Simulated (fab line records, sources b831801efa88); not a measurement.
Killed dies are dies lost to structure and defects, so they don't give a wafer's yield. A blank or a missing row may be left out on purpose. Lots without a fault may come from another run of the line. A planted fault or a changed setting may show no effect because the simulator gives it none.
A struck lot beside a sound one | flow sky130 | 22 steps out of a route of 708
Sound: wafers L605.2, L605.4, L605.6. Struck: wafers L615.1, L615.2, L615.5. The cause comes at the end.
At each step with rows: each side's tool, then ch and its chambers, then its first start. Under that, the readings that differ: sound wafers | struck wafers | difference of the means | sigmas: that difference in standard deviations of wafers without a fault.
alike: readings whose means differ by less than 2 such deviations, and words and numbers that are the same on both sides. not compared: withheld readings, readings that some wafer has no value for, bounds like >300 that may hide the same value, and numbers for which the record gives no deviation and whose values overlap.
The two part at a step that has a row with sigmas, a row that says differs or no value, or rows on one side only. Numbers that don't overlap but have no deviation are shown without sigmas and don't part them. A reading that every wafer of one side lacks parts them only if that side has two wafers or more.

SKY_POLY_GATE_THK_MEAS_21:
  sound on film_metro-04, day 18 03:44; struck on film_metro-02, day 21 12:52
  alike: POLY_GATE_OXIDATION_THK
SKY_POLY_GATE_CD_MEAS_22:
  sound on cd_sem-01, day 18 03:49; struck on cd_sem-02, day 21 12:56
  alike: cd_nm
then, 7 steps without rows for these wafers: SKY_LDD_N_DEHYDRATE_00 (time 60 s); SKY_LDD_N_HMDS_01 (prime time 60 s); SKY_LDD_N_COAT_02 (resist thk 300 nm); SKY_LDD_N_SOFTBAKE_03 (time 60 s); SKY_LDD_N_EXPOSE_04 (exposes mask NTM, target cd 840 nm); SKY_LDD_N_PEB_05; SKY_LDD_N_DEVELOP_06 (develop time 60 s).
SKY_LDD_N_OVL_MEAS_07:
  sound on overlay-02, day 19 11:35; struck on overlay-02, day 22 19:17
  reading        | sound       | struck        | difference | sigmas
  LDD_N_OVL (nm) | 2.6 2.1 2.3 | -2.3 -2.8 0.6 | -3.8       | -3
then, 2 steps without rows for these wafers: SKY_LDD_N_IMPLANT_08; SKY_LDD_N_IMPLANT_09.
SKY_LDD_N_IMPLANT_10:
  sound on implanter-04 ch 0, day 19 11:56; struck on implanter-04 ch 0, day 22 19:38
  reading            | sound                         | struck                        | difference | sigmas
  dose_ions_cm2      | 7.503e+13 7.494e+13 7.506e+13 | 5.362e+13 5.364e+13 5.355e+13 | -2.141e+13 | -99 or more
  faraday_current_uA | 416 428 416                   | 300 302 308                   | -117       | -15
  alike: beam_energy_keV
then, 5 steps without rows for these wafers: SKY_LDD_N_IMPLANT_11; SKY_LDD_N_IMPLANT_12; SKY_LDD_N_IMPLANT_13; SKY_LDD_N_IMPLANT_14; SKY_LDD_N_IMPLANT_15.
SKY_LDD_N_STRIP_16: strips in O2/N2.
  sound on plasma_asher-04 ch 0,1, day 19 12:49; struck on plasma_asher-04 ch 0,1, day 22 20:32
  reading                      | sound             | struck            | difference | sigmas
  strip_time_to_endpoint_s (s) | 4.322 4.334 4.316 | 4.259 4.240 4.257 | -0.072     | -5
  alike: drypump_motor_current_A, oes_product_au
  not compared: rf_hours_counter_h
SKY_LDD_N_TW_MEAS_17:
  sound on film_metro-01, day 19 12:56; struck on film_metro-03, day 22 20:38
  reading  | sound          | struck         | difference | sigmas
  LDD_N_TW | 2584 2592 2595 | 2559 2533 2535 | -48        | -4
then, 1 step without rows for these wafers: SKY_LDD_P_DEHYDRATE_00 (time 60 s).
-- the record jumps here: 26 days lie between the struck wafers' starts before and after (it left off in module LDD_P and takes up again in module PAD_OPEN, whose first step shown is number 708 of the route) --
SKY_PAD_OPEN_PROBE_99:
  sound on prober-02, day 47 00:34; struck on prober-02, day 49 02:06
  reading                     | sound             | struck            | difference | sigmas
  model.etest.tip_n.rs_ohm_sq | 448.1 447.3 444.8 | 467.7 472.7 468.7 | +23.0      |
  alike: killed_at_M0_to_M3, killed_at_M4_up, killed_at_contacts, killed_at_front_end, killed_at_other, killed_dies, killed_open, killed_short

WHERE THEY PART
First at SKY_LDD_N_OVL_MEAS_07; last, within this record, at SKY_LDD_N_TW_MEAS_17. Later steps at which nothing parts them and some readings are alike: SKY_PAD_OPEN_PROBE_99.

WHY: what the simulator had put in
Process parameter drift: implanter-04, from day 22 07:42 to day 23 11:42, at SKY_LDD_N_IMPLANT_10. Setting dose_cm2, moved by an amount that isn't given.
